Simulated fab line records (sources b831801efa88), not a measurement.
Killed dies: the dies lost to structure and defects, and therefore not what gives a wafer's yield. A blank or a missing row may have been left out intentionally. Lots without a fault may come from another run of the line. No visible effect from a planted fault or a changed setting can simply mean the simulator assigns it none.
What tool caused it? + flow gf180mcu + route of 602 steps, sampled at 1 step: 6 lots, 18 wafers

== WHAT THE GAUGES READ, wafer by wafer ==
GF_CONTACT_BOW_MEAS_05.
| lot  | measured     | on            | CONTACT_BOW (um) |
|------|--------------|---------------|------------------|
| L678 | day 15 08:34 | film-metro-03 | 68 60 73         |
| L681 | day 16 12:08 | film-metro-03 | 67 64 62         |
| L690 | day 20 00:16 | film-metro-02 | 63 57 60         |
| L692 | day 20 18:43 | film-metro-02 | 67 62 66         |
| L695 | day 21 10:24 | film-metro-03 | 65 56 70         |
| L698 | day 22 07:20 | film-metro-04 | 62 74 69         |

== EACH LOT AND THE TOOL THAT RAN IT (in order: tool; ch and the chambers of the sampled wafers; start) ==
The record holds no process step before these readings.

== THE ANSWER, worked out from the rows above alone ==
Rule: the usual values come from the lots themselves. Put in order of their means at a reading, lots are off if they are a third of the lots or fewer, leave a main group of 4 or more, and stand apart from it by a gap of 3 or more times the standard deviation of the main group's means; of several such gaps the widest counts. A main group is skipped when, at the precision printed for the reading in the tables above, its means are all equal. A lot without any number at a reading at which 4 lots or more have one is off too. Any other lot the step has rows for is counted as sound.
None of the lots is off at any reading shown; this tells nothing.

== WHAT WAS PUT IN BY THE SIMULATOR ==
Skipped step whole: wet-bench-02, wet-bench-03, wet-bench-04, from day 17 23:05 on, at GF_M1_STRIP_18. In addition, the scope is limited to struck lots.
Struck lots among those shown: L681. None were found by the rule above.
